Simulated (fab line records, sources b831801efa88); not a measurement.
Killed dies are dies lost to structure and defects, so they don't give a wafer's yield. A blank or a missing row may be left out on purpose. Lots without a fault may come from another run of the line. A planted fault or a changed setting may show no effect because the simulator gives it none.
One fault seen from 2 desks | flow gf180mcu | each desk has only its own numbers; what lay behind them comes last

THE METROLOGY DESK
What the gauges read, lot by lot, whatever tool the lot ran on: means of the sampled wafers that have a number. A lot is out of limits, marked OUT, if its mean lies more than 4 standard deviations from the usual mean; the brackets give that distance.
Columns: A = cd_nm at GF_POLY_GATE_CD_MEAS_18, usual 280.5 nm; B = cd_nm at GF_HV_LDD_CD_MEAS_19, usual 400.5 nm; C = HV_LDD_03_OVL at GF_HV_LDD_OVL_MEAS_47, usual -0.5 nm
lot  | first seen here | A     | B     | C
L903 | day 9 06:49     | 282.4 | 396.0 | -0.8
L904 | day 9 16:40     | 280.4 | 397.1 | 0.0
L905 | day 9 21:06     | 278.2 | 396.6 | 0.1
L906 | day 10 11:02    | 282.3 | 400.1 | -2.0
L907 | day 10 16:49    | 279.7 | 401.4 | -1.6
L908 | day 10 20:14    | 279.5 | 403.1 | -0.1
L909 | day 11 04:20    | 278.4 | 400.3 | -1.1
L911 | day 11 15:56    | 279.3 | 403.4 | -0.2
L914 | day 12 15:51    | 282.4 | 398.9 | -0.5
L915 | day 12 22:50    | 281.5 | 401.3 | 0.8
L923 | day 15 07:25    | 280.7 | 403.9 | -0.4
L924 | day 15 13:07    | 282.0 | 400.5 | -1.5
L925 | day 15 22:19    | 279.1 | 396.3 | -1.3
L926 | day 16 03:37    | 280.7 | 399.5 | -0.0
This desk's finding: nothing out of limits on any of the 14 lots.

THE TOOL OWNER'S DESK: rie_diel-01
The tool's own readings at GF_HV_LDD_ETCHBACK_58 (etches Si3N4 in CH3F/O2, stops on SiO2, time 100 s, target depth 90 nm): means of the sampled wafers that have a number, for each lot that ran on this tool. A lot is out of limits, marked OUT, if its mean lies more than 4 standard deviations from the usual mean; the brackets give that distance.
Columns: A = drypump_motor_current_A at GF_HV_LDD_ETCHBACK_58, usual 5.9 A; B = oes_product_au at GF_HV_LDD_ETCHBACK_58, usual 0.842 a.u.; C = run_length_s at GF_HV_LDD_ETCHBACK_58, usual 128.6 s; D = throttle_valve_pct at GF_HV_LDD_ETCHBACK_58, usual 10.562 %
lot  | first seen here | A   | B               | C                      | D
L904 | day 12 22:33    | 6.2 | 0.844           | 128.7                  | 10.550
L906 | day 13 19:20    | 5.7 | 0.837           | 128.9                  | 10.557
L911 | day 15 04:32    | 6.0 | 0.836           | 128.6                  | 10.565
L914 | day 16 08:16    | 5.9 | 0.985 (+21) OUT | 79.5 (-99 or more) OUT | 10.577
L915 | day 16 15:07    | 5.8 | 0.994 (+22) OUT | 79.6 (-99 or more) OUT | 10.586
This desk's finding: out of limits on L914, L915; first on L914, day 16 08:16 (oes_product_au at GF_HV_LDD_ETCHBACK_58). In limits: L904, L906, L911.

PUT TOGETHER
The tool owner's desk could have raised an alarm at day 16 08:16, on L914, L915.
The metrology desk saw nothing out of limits.
The metrology desk has L914, L915 on record, within its limits.
Of the lots named, all ran GF_HV_LDD_ETCHBACK_58 on rie_diel-01.

WHAT THE SIMULATOR HAD PUT IN
Process parameter drift: rie_diel-01, from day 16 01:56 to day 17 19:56, at GF_HV_LDD_ETCHBACK_58. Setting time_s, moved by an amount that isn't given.
Lots struck among those shown: L914, L915.
Hours from the fault's start to each desk's first reading out of limits: the tool owner's desk, 6.
